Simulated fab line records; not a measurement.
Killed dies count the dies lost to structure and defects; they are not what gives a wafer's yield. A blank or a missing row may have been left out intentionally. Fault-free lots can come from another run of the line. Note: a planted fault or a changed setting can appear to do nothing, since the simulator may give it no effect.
Code-filled problem report in 8D (eight disciplines) form / flow gf180mcu / the parts of the form that need people (team, actions taken, sign-off) are left out

1. PROBLEM STATEMENT
MIM_CVD_05_THK at GF_MIM_THK_MEAS_06 reads a mean of 46.7 nm on 3 wafers of 3 lots; wafers without a fault read 42.1 nm with a standard deviation of 0.62. That puts it +7.4 standard deviations away from the usual mean.
Seen first at day 27 07:50 on filmMetro-01, wafer L473.3. Wafers with a number at this step in the record: 39, from 13 lots. The rule behind "out" and "out of limits": a value lying over 4 standard deviations away from the usual mean. Any other wafer with a number is counted as sound.

2. WHAT IT IS, AND WHAT IT ISN'T
question=which readings at this step | is=MIM_CVD_05_THK | is not=-
question=which lots | is=L473, L475, L476 | is not=L465, L466, L468, L469, L472, L482, L483, L485, L487, L488
question=which wafers of those lots | is=L473.3, L475.5, L476.6 | is not=L473.1, L473.4, L475.2, L475.6, L476.4, L476.5
question=read on which gauges | is=filmMetro-01 | is not=filmMetro-03, filmMetro-04
question=when | is=from day 27 07:50 | is not=up to then (17 sound wafers); but 19 sound wafers of L475, L476, L482, L483, L485, L487, L488 came after

3. THE SUSPECTS, EACH WITH WHAT RULES IT OUT
Counting: if a tool at a process step up to the reading ran every lot that is out, it stays a suspect. Sound lots after the first of them don't rule it out here, since some wafers of a struck lot are sound.
- ruled out: the gauge at GF_MIM_THK_MEAS_06. All the wafers that are out were read on filmMetro-01, but those of them that GF_MIM_CVD_05 has rows for are out there too, on other tools.
- pecvd-02 at GF_MIM_CVD_05 (deposits Si3N4, target thk 42 nm, time 29.086 s): kept. Ran every lot that is out, first one L473 (day 27 07:47); last sound lot up to then L469 (day 25 18:17). Its own runLengthS readings are out on those wafers.
- In pecvd-02 at GF_MIM_CVD_05, the wafers that are out were processed in chamber 0 and their sound lot-mates in chambers 1, 2.
After counting, what remains is pecvd-02 at GF_MIM_CVD_05.

4. THE CAUSE (what the simulator had put in)
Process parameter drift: pecvd-02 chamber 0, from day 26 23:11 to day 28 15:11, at GF_MIM_CVD_05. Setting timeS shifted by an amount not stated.
After counting, this tool was the only one left.

5. SEQUENCE OF EFFECTS, ordered by route
One row per reading whose mean, taken over the struck wafers that have a number, lies over 3 standard deviations from the usual. Readings are gone through only where the record gives a usual standard deviation; hours: the median, over the lots, of the time from a lot's start at the first step in this table giving one to that lot's start at this step; sigmas: the change measured in usual standard deviations.
hours=0; step=GF_MIM_CVD_05; reading=runLengthS; usual=57.0 s; on struck wafers=60.6; change=+3.6; sigmas=+6.3
hours=0; step=GF_MIM_THK_MEAS_06; reading=MIM_CVD_05_THK; usual=42.1 nm; on struck wafers=46.7; change=+4.6; sigmas=+7.4
The process steps in it:
- GF_MIM_CVD_05: deposits Si3N4, target thk 42 nm, time 29.086 s.

6. HOW IT WOULD HAVE BEEN CAUGHT EARLIER
Counted from the fault's start at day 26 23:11, it took 9 hours until the first out-of-limits reading at a measuring or inspecting step in this record, taken at day 27 07:50.
Tool's own readings at GF_MIM_CVD_05, runLengthS: out on all struck wafers the step has rows for; an alarm limit on them would have tripped on the first.
Lots out: 3; of these, L476, L475 started GF_MIM_CVD_05 on pecvd-02 after day 27 07:50. A hold on the tool at that time would have spared those 2.
